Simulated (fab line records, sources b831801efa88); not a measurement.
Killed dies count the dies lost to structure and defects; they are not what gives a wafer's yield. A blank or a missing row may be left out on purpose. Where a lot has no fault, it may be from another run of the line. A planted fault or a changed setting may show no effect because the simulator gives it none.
2 desks looking at one fault	flow sky130	numbers are kept per desk, each desk with only its own; the story behind them comes last

## THE TOOL OWNER'S DESK: lithoTrack-01
The tool's own readings at SKY_CONTACT_SOFTBAKE_10 (time 90 s): means of the sampled wafers that have a number, for each lot that ran on this tool. If a lot's mean is further than 4 standard deviations from the usual mean, the lot is out of limits and carries the mark OUT (the distance appears in the brackets).
Columns: A = heaterPowerTotalW at SKY_CONTACT_SOFTBAKE_10, usual 57.36 W; B = plateTempC at SKY_CONTACT_SOFTBAKE_10, usual 100.01 C
lot	first seen here	A	B
L363	day 34 10:00	57.34	100.07
L369	day 36 01:00	57.42	100.07
L371	day 36 21:00	56.75 (-5.1) OUT	99.26 (-6.8) OUT
L372	day 37 05:00	56.68 (-5.7) OUT	99.29 (-6.5) OUT
This desk's verdict: out of limits on L371, L372, starting with L371 at day 36 21:00 (heaterPowerTotalW at SKY_CONTACT_SOFTBAKE_10). L363, L369 stayed within limits.

## THE METROLOGY DESK
What the gauges read for every lot (on any tool): the sampled wafers with a number, averaged. If a lot's mean is further than 4 standard deviations from the usual mean, the lot is out of limits and carries the mark OUT (the distance appears in the brackets).
Columns: A = CONTACT_CVD_00_THK at SKY_CONTACT_THK_MEAS_01, usual 74.8 nm; B = CONTACT_BOW at SKY_CONTACT_BOW_MEAS_05, usual 82 um
lot	first seen here	A	B
L353	day 30 15:16	74.3	83
L355	day 31 12:17	74.8	86
L354	day 31 14:16	75.0	78
L361	day 33 07:27	75.0	85
L362	day 33 08:29	74.2	81
L363	day 33 20:54	75.0	82
L367	day 34 23:10	75.0	87
L369	day 35 11:56	76.3	85
L371	day 36 08:16	75.0	64
L372	day 36 15:40	74.1	83
L373	day 36 16:19	74.4	81
L374	day 37 02:04	74.7	83
L375	day 37 04:22	75.7	82
Finding of this desk: none of the 13 lots has anything out of limits.

## ALL TOGETHER
The tool owner's desk had the chance to raise an alarm at day 36 21:00 on L371, L372.
The metrology desk saw nothing out of limits.
The metrology desk holds a record of L371, L372, inside its limits.
SKY_CONTACT_SOFTBAKE_10 was run on lithoTrack-01 by each of the lots named.

## WHAT THE SIMULATOR PUT IN
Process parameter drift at SKY_CONTACT_SOFTBAKE_10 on lithoTrack-01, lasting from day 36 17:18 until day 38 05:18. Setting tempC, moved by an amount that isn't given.
Shown lots that were struck: L371, L372.
How many hours passed from the start of the fault until each desk's first out-of-limits reading: the tool owner's desk, 4.
